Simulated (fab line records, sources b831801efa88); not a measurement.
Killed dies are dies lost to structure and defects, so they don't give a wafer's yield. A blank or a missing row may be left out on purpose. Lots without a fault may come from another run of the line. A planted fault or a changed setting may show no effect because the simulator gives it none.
Chamber matching | flow gf180mcu | GF_V3_CVD_02 on pecvd-02: 3 sister chambers
The step deposits SiO2 from TEOS, target thk 850 nm, time 94.851 s. 6 wafers are shown with their chamber, then 10 later ones without.

WAFERS WITH THEIR CHAMBER
wafer  | chamber | heater_power_w (W)
L083.5 | 0       | 568
L084.2 | 0       | 714
L085.2 | 2       | 570
L085.4 | 1       | 753
L091.3 | 2       | 554
L091.4 | 1       | 779

WAFERS WITHOUT THEIR CHAMBER
wafer  | heater_power_w (W)
L091.5 | 607
L092.2 | 523
L092.5 | 764
L092.6 | 674
L093.1 | 595
L093.3 | 587
L093.6 | 591
L095.1 | 621
L095.3 | 558
L095.6 | 481

WHICH CHAMBER EACH WENT THROUGH
wafer  | from the rows above          | in truth
L091.5 | can't be placed: 0 or 2      | 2
L092.2 | can't be placed: 2 or 0      | 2
L092.5 | can't be placed: 1 or 0      | 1
L092.6 | can't be placed: 0 or 1 or 2 | 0
L093.1 | can't be placed: 2 or 0      | 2
L093.3 | can't be placed: 2 or 0      | 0
L093.6 | can't be placed: 2 or 0      | 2
L095.1 | can't be placed: 0 or 2      | 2
L095.3 | can't be placed: 2 or 0      | 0
L095.6 | can't be placed: 2 or 0      | 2
Placed correctly: 0 of 10. Can't be placed from these rows: 10 (the true chamber is among the candidates in 10). Placed wrongly: 0.
How it was worked out, from the rows above alone: a wafer's distance from a chamber is the root of the sum, over the readings, of the square of ((its reading less the chamber's mean) divided by the reading's scatter). The wafer belongs to the nearest chamber; if the next one is less than 2 further off, it can't be placed. A chamber's mean is the mean of its shown wafers. The scatter: the root of (the sum of the squares of (reading less its chamber's mean) over the shown wafers, divided by (wafers less chambers)).
